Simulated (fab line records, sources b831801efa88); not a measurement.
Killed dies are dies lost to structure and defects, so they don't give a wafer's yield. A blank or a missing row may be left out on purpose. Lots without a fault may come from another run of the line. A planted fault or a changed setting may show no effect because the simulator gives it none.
Problem report in the 8D (eight disciplines) form, filled by code | flow gf180mcu | the parts of the form that need people (team, actions taken, sign-off) are left out

1. THE PROBLEM
HV_LDD_2_TW at GF_HV_LDD_TW_MEAS_23 reads a mean of 949 on 6 wafers of 2 lots; wafers without a fault read 1050 with a standard deviation of 9.9. That is -10 standard deviations from the usual mean.
First seen on wafer L515.1, day 14 12:00, on film_metro-01. The record holds 39 wafers of 13 lots with a number at this step. Rule for "out", or "out of limits": more than 4 standard deviations from the usual mean. The other wafers with a number count as sound.

2. WHAT IT IS AND WHAT IT IS NOT
question                    | is                     | is not
which readings at this step | HV_LDD_2_TW            | -
which lots                  | L515, L517             | L504, L505, L507, L512, L513, L518, L519, L522, L523, L525, L526
which wafers of those lots  | all that have a number | -
read on which gauges        | film_metro-01          | film_metro-02, film_metro-04
when                        | from day 14 12:00      | up to then (15 sound wafers); but 18 sound wafers of L518, L519, L522, L523, L525, L526 came after

3. SUSPECTS, AND WHAT RULES EACH OUT
Counting: a tool at a process step up to the reading stays a suspect if it ran every lot that is out and no sound lot after the first of them.
- the gauge at GF_HV_LDD_TW_MEAS_23: ruled out. All the wafers that are out were read on film_metro-01, but those of them that GF_HV_LDD_IMPLANT_21 has rows for are out there too, on other tools.
- implanter-03 at GF_HV_LDD_IMPLANT_21: kept. It ran every lot that is out, first L515 (day 14 11:45), and no sound lot after that; its last sound lot up to then is L512 (day 13 13:26). Its own readings are out on those wafers: beam_energy_keV.
Left after counting: implanter-03 at GF_HV_LDD_IMPLANT_21.

4. THE CAUSE (what the simulator had put in)
Process parameter drift: implanter-03, from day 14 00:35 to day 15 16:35, at GF_HV_LDD_IMPLANT_21. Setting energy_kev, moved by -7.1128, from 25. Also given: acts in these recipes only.
Counting left only this tool.

5. THE CHAIN OF EFFECTS, in route order
Each row: a reading whose mean over the struck wafers that have a number lies more than 3 standard deviations from the usual. Only readings for which the record gives a usual standard deviation are gone through. hours: the time from each lot's start at the first step in this table that gives one to its start at this step, as a median over the lots. sigmas: the change in usual standard deviations.
hours | step                 | reading         | usual  | on struck wafers | change | sigmas
0     | GF_HV_LDD_IMPLANT_21 | beam_energy_keV | 25.000 | 17.890           | -7.110 | -99 or more
0     | GF_HV_LDD_TW_MEAS_23 | HV_LDD_2_TW     | 1050   | 949              | -101   | -10
The process steps in it:
- GF_HV_LDD_IMPLANT_21
Later measuring or inspecting steps at which every struck wafer that the step has a row for has a number for every such reading, and none has moved that far: GF_HV_LDD_OVL_MEAS_47.

6. WHAT WOULD HAVE CAUGHT IT SOONER
In this record the first reading out of limits at a measuring or inspecting step was taken at day 14 12:00, 11 hours after the fault began at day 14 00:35.
The tool's own readings at GF_HV_LDD_IMPLANT_21 were out on every struck wafer that the step has a row for (beam_energy_keV): an alarm limit on them would have fired on the first of those.
Of the lots that are out (2), L517 began GF_HV_LDD_IMPLANT_21 on implanter-03 after day 14 12:00. A hold on the tool at that time would have spared it.
